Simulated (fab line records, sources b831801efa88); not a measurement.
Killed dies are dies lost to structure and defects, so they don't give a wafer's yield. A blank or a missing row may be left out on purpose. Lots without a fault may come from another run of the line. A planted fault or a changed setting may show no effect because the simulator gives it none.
One fault seen from 2 desks | flow sky130 | each desk has only its own numbers; what lay behind them comes last

THE TOOL OWNER'S DESK: litho_track-04
The tool's own readings at SKY_NWELL_SOFTBAKE_06: means of the sampled wafers that have a number, for each lot that ran on this tool. A lot is out of limits, marked OUT, if its mean lies more than 4 standard deviations from the usual mean; the brackets give that distance.
Columns: A = heater_power_total_W at SKY_NWELL_SOFTBAKE_06, usual 65.30 W; B = plate_temp_C at SKY_NWELL_SOFTBAKE_06, usual 110.02 C
lot  | first seen here | A                | B
L373 | day 4 15:10     | 65.20            | 109.89
L376 | day 5 05:21     | 65.41            | 109.96
L378 | day 5 16:27     | 65.24            | 109.91
L380 | day 6 04:28     | 65.30            | 110.07
L382 | day 6 20:58     | 66.18 (+6.3) OUT | 111.16 (+7.6) OUT
L388 | day 8 00:19     | 66.16 (+6.1) OUT | 111.23 (+8.1) OUT
This desk's finding: out of limits on L382, L388; first on L382, day 6 20:58 (heater_power_total_W at SKY_NWELL_SOFTBAKE_06). In limits: L373, L376, L378, L380.

THE METROLOGY DESK
What the gauges read, lot by lot, whatever tool the lot ran on: means of the sampled wafers that have a number. A lot is out of limits, marked OUT, if its mean lies more than 4 standard deviations from the usual mean; the brackets give that distance.
Columns: A = FIELD_ISO_CVD_03_THK at SKY_FIELD_ISO_THK_MEAS_04, usual 166.5 nm; B = NWELL_TW at SKY_NWELL_TW_MEAS_15, usual 1796; C = VT_ADJUST_PCH_OVL at SKY_VT_ADJUST_PCH_OVL_MEAS_07, usual 0.8 nm
lot  | first seen here | A     | B    | C
L372 | day 1 14:34     | 168.6 | 1800 | 0.4
L373 | day 1 21:24     | 166.1 | 1792 | -0.9
L374 | day 2 02:35     | 165.0 | 1803 | 0.5
L376 | day 2 13:26     | 166.9 | 1797 | 1.6
L377 | day 2 16:35     | 166.1 | 1794 | 2.8
L378 | day 2 22:24     | 166.3 | 1791 | 0.0
L380 | day 3 06:14     | 165.6 | 1795 | 1.4
L382 | day 3 17:35     | 167.2 | 1798 | 0.8
L387 | day 4 17:29     | 168.0 | 1804 | 1.8
L388 | day 4 23:45     | 165.8 | 1808 | 2.9
L392 | day 5 19:10     | 168.3 | 1789 | 0.5
L393 | day 5 23:23     | 166.8 | 1784 | 2.3
L394 | day 6 04:25     | 166.2 | 1800 | 2.5
L395 | day 6 09:49     | 166.4 | 1794 | -2.7
This desk's finding: nothing out of limits on any of the 14 lots.

PUT TOGETHER
The tool owner's desk could have raised an alarm at day 6 20:58, on L382, L388.
The metrology desk saw nothing out of limits.
The metrology desk has L382, L388 on record, within its limits.
Of the lots named, all ran SKY_NWELL_SOFTBAKE_06 on litho_track-04.

WHAT THE SIMULATOR HAD PUT IN
Process parameter drift: litho_track-04, from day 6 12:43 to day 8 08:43, at SKY_NWELL_SOFTBAKE_06. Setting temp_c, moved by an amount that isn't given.
Lots struck among those shown: L382, L388.
Hours from the fault's start to each desk's first reading out of limits: the tool owner's desk, 8.
